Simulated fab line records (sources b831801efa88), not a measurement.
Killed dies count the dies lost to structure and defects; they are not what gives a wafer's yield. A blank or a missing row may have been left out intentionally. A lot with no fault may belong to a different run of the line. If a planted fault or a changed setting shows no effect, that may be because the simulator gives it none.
The tool behind it: which one? | flow gf180mcu | 11 lots with 33 wafers sampled at 2 steps, on a route of 602 steps

## WHAT EACH GAUGE READ, for each wafer
GF_POLY_GATE_THK_MEAS_01.
lot  | measured     | on           | POLY_GATE_CVD_00_THK (nm)
L122 | day 8 16:37  | filmMetro-02 | 200.8 199.6 200.0
L123 | day 9 03:07  | filmMetro-04 | 195.7 195.8 197.5
L132 | day 11 17:05 | filmMetro-02 | 200.9 200.1 199.8
L133 | day 11 22:17 | filmMetro-02 | 170.3 171.4 171.0
L134 | day 12 08:49 | filmMetro-01 | 172.0 170.2 173.5
L136 | day 12 19:58 | filmMetro-02 | 200.0 199.0 197.4
L137 | day 13 04:08 | filmMetro-04 | 198.0 197.2 198.3
L138 | day 13 08:44 | filmMetro-04 | 196.6 196.7 197.8
L139 | day 13 14:22 | filmMetro-04 | 199.8 197.9 199.8
L140 | day 13 23:59 | filmMetro-01 | 197.9 198.6 199.0
L144 | day 15 04:10 | filmMetro-04 | 195.1 196.0 198.1

## TOOL THAT RAN EACH LOT (tool first, then ch and the chambers of the sampled wafers, then the start)
lot  | GF_POLY_GATE_CVD_00
L122 | lpcvd-01 ch 1, day 8 15:17
L123 | lpcvd-02 ch 0, day 9 01:07
L132 | lpcvd-01 ch 0, day 11 15:44
L133 | lpcvd-01 ch 0, day 11 20:55
L134 | lpcvd-01 ch 0, day 12 07:28
L136 | lpcvd-02 ch 1, day 12 18:38
L137 | lpcvd-02 ch 1, day 13 02:49
L138 | lpcvd-01 ch 1, day 13 07:24
L139 | lpcvd-02 ch 0, day 13 13:02
L140 | lpcvd-02 ch 1, day 13 22:38
L144 | lpcvd-01 ch 1, day 15 02:49
- GF_POLY_GATE_CVD_00: deposits poly-Si, target thk 200 nm, time 1200 s.

## THE ANSWER, worked out from the rows above alone
Rule: what is usual is taken from the lots themselves. Put in order of their means at a reading, lots are off if they are a third of the lots or fewer, leave a main group of 4 or more, and stand apart from it by a gap of 3 or more times the standard deviation of the main group's means; of several such gaps the widest counts. A main group is skipped when, at the precision printed for the reading in the tables above, its means are all equal. A lot without any number at a reading at which 4 lots or more have one is off too. Any other lot the step has rows for is counted as sound.
Off: L133, L134, seen at GF_POLY_GATE_THK_MEAS_01 (POLY_GATE_CVD_00_THK). The main group: mean 198.3 nm, standard deviation 1.4.
If a tool, at a process step before that reading, ran all the lots that are off and no sound lot after the first of them, it fits. The gauges at GF_POLY_GATE_THK_MEAS_01 are tried like those tools. None of those tried fits.

## WHAT HAD BEEN PUT IN BY THE SIMULATOR
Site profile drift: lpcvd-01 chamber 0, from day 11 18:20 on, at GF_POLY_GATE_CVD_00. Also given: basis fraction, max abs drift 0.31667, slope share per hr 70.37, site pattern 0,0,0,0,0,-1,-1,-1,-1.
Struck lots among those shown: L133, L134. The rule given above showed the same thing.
